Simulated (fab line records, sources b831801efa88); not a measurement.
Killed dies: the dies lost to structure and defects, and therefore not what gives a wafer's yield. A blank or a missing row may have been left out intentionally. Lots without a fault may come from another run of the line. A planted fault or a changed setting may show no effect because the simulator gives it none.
8D (eight disciplines) problem report, filled in by code || flow gf180mcu || the parts of the form that need people (team, actions taken, sign-off) are left out

## 1. PROBLEM STATEMENT
Wafers free of any fault read 0.331 ohm/sq (standard deviation 0.0048) for V1_W_RS at GF_V1_RS_MEAS_24, against a mean of 0.243 ohm/sq on 2 wafers of 2 lots. Relative to the usual mean, that is a shift of -18 standard deviations.
The step: measures by four-point-probe.
Seen first at day 21 21:09 on film metro-01, wafer L298.4. The record holds 33 wafers of 11 lots with a number at this step. The rule behind "out" and "out of limits": a value lying over 4 standard deviations away from the usual mean. All remaining wafers that have a number are taken as sound.

## 2. WHAT IT IS; WHAT IT IS NOT
{"question": "which readings at this step", "is": "V1_W_RS", "is not": "-"}
{"question": "which lots", "is": "L298, L303", "is not": "L292, L293, L306, L309, L311, L312, L313, L314, L315"}
{"question": "which wafers of those lots", "is": "L298.4, L303.4", "is not": "L298.2, L298.3, L303.2, L303.5"}
{"question": "read on which gauges", "is": "film metro-01", "is not": "film metro-02, film metro-03"}
{"question": "when", "is": "from day 21 21:09", "is not": "up to then (8 sound wafers); but 23 sound wafers of L303, L306, L309, L311, L312, L313, L314, L315 came after"}

## 3. THE SUSPECTS, EACH WITH WHAT RULES IT OUT
Counting: a tool at a process step up to the reading stays a suspect if it ran every lot that is out. Sound lots after the first of them don't rule it out here, since some wafers of a struck lot are sound.
- the gauge at GF_V1_RS_MEAS_24 has been ruled out. All the wafers that are out were read on film metro-01, but those of them that GF_V1_CMP_26 has rows for are out there too, on other tools.
- cvd w-01 at GF_V1_CVD_23 (deposits W, target thk 350 nm, time 105.05 s): kept. Ran every lot that is out, first one L298 (day 21 21:01); last sound lot up to then L292 (day 17 21:21).
The count leaves cvd w-01 at GF_V1_CVD_23.

## 4. THE CAUSE (what the simulator had put in)
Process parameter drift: cvd w-01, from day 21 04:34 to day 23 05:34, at GF_V1_CVD_23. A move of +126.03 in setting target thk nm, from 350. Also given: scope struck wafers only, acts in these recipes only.
Only this tool survived the counting.

## 5. SEQUENCE OF EFFECTS, ordered by route
Each row: a reading where the mean over the struck wafers with a number is more than 3 standard deviations away from the usual. Readings are gone through only where the record gives a usual standard deviation; hours: the median, over the lots, of the time from a lot's start at the first step in this table giving one to that lot's start at this step; sigmas: the change measured in usual standard deviations.
{"hours": 0, "step": "GF_V1_RS_MEAS_24", "reading": "V1_W_RS", "usual": "0.331 ohm/sq", "on struck wafers": 0.243, "change": -0.088, "sigmas": -18}
{"hours": 3, "step": "GF_V1_THK_MEAS_25", "reading": "V1_W_THK", "usual": "347 nm", "on struck wafers": 472, "change": "+126", "sigmas": "+28"}
{"hours": 7, "step": "GF_V1_CMP_26", "reading": "time to endpoint s", "usual": "85 s", "on struck wafers": 116, "change": "+30", "sigmas": "+7.6"}
Process steps it contains:
- GF_V1_CMP_26: polishes, stops on SiO2, t overpolish 15 s, target thk 0 nm.
At these later measuring or inspecting steps, every struck wafer for which the step has a row has a number for every such reading, and none has moved that far: GF_V3_OVL_MEAS_15.

## 6. WHAT WOULD HAVE CAUGHT IT SOONER
17 hours passed between the start of the fault at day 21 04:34 and the first reading out of limits at a measuring or inspecting step in this record, taken at day 21 21:09.
Tool readings at GF_V1_CVD_23 with a usual standard deviation given in the record: none out on any struck wafer, hence no alarm at a limit of 4 standard deviations on them.
Among the 2 lots that are out, L303 began GF_V1_CVD_23 on cvd w-01 after day 21 21:09. Holding the tool at that time would have saved it.
